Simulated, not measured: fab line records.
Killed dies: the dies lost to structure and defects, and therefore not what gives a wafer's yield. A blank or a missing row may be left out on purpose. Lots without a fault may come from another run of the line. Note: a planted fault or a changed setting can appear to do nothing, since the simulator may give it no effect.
2 desks looking at one fault || flow gf180mcu || what lay behind the numbers comes last; until then each desk has only its own

FROM THE METROLOGY DESK
What the gauges read, lot by lot, whatever tool the lot ran on: means of the sampled wafers that have a number. If a lot's mean is further than 4 standard deviations from the usual mean, the lot is out of limits and carries the mark OUT (the distance appears in the brackets).
Columns: A = CONTACT_OVL at GF_CONTACT_OVL_MEAS_15, usual -4 nm; B = M1_ALCU_RS at GF_M1_RS_MEAS_05, usual 0.0696 ohm/sq
{"lot": "L742", "first seen here": "day 17 11:28", "A": -6, "B": 0.0692}
{"lot": "L744", "first seen here": "day 17 14:01", "A": -17, "B": 0.0698}
{"lot": "L745", "first seen here": "day 18 08:31", "A": -4, "B": 0.0706}
{"lot": "L747", "first seen here": "day 18 19:59", "A": 1, "B": 0.0686}
{"lot": "L748", "first seen here": "day 19 02:55", "A": -4, "B": 0.0705}
{"lot": "L749", "first seen here": "day 19 10:46", "A": -12, "B": 0.0693}
{"lot": "L750", "first seen here": "day 19 15:50", "A": -5, "B": 0.0700}
{"lot": "L751", "first seen here": "day 20 06:51", "A": -8, "B": 0.0686}
{"lot": "L752", "first seen here": "day 20 09:26", "A": -7, "B": 0.0700}
{"lot": "L753", "first seen here": "day 20 23:03", "A": 2, "B": 0.0697}
{"lot": "L760", "first seen here": "day 23 08:16", "A": -4, "B": 0.0694}
{"lot": "L761", "first seen here": "day 23 17:46", "A": -6, "B": 0.0690}
{"lot": "L762", "first seen here": "day 23 22:41", "A": -2, "B": 0.0707}
{"lot": "L763", "first seen here": "day 24 07:34", "A": -6, "B": 0.0705}
Result from this desk: across the 14 lots, nothing is out of limits.

TOOL OWNER'S DESK, rieMetal-02
The tool's own readings at GF_M1_METAL_ETCH_16 (etches the open film in Cl2/BCl3, stops on SiO2, target depth 627.5 nm, time 104.6 s): means of the sampled wafers that have a number, for each lot that ran on this tool. If a lot's mean is further than 4 standard deviations from the usual mean, the lot is out of limits and carries the mark OUT (the distance appears in the brackets).
Columns: A = bcl3FlowSccm at GF_M1_METAL_ETCH_16, usual 40.02 sccm; B = biasW at GF_M1_METAL_ETCH_16, usual 140.1 W; C = drypumpMotorCurrentA at GF_M1_METAL_ETCH_16, usual 5.85 A; D = oesProductAu at GF_M1_METAL_ETCH_16, usual 0.972 a.u.; E = throttleValvePct at GF_M1_METAL_ETCH_16, usual 28.250 %
{"lot": "L742", "first seen here": "day 18 12:19", "A": 40.04, "B": 140.2, "C": 5.76, "D": 0.978, "E": 28.241}
{"lot": "L745", "first seen here": "day 19 10:05", "A": 39.96, "B": 140.0, "C": 5.69, "D": 0.961, "E": 28.251}
{"lot": "L752", "first seen here": "day 21 11:04", "A": 40.07, "B": 140.2, "C": 5.81, "D": 0.966, "E": 28.254}
{"lot": "L753", "first seen here": "day 22 01:00", "A": 40.03, "B": 140.4, "C": 5.80, "D": 0.973, "E": 28.244}
{"lot": "L763", "first seen here": "day 25 06:27", "A": 40.14, "B": 139.8, "C": 5.69, "D": 0.967, "E": 28.252}
Result from this desk: across the 5 lots, nothing is out of limits.

TAKEN TOGETHER
The metrology desk saw nothing out of limits.
Nothing out of limits was seen by the tool owner's desk.

WHAT HAD BEEN PUT IN BY THE SIMULATOR
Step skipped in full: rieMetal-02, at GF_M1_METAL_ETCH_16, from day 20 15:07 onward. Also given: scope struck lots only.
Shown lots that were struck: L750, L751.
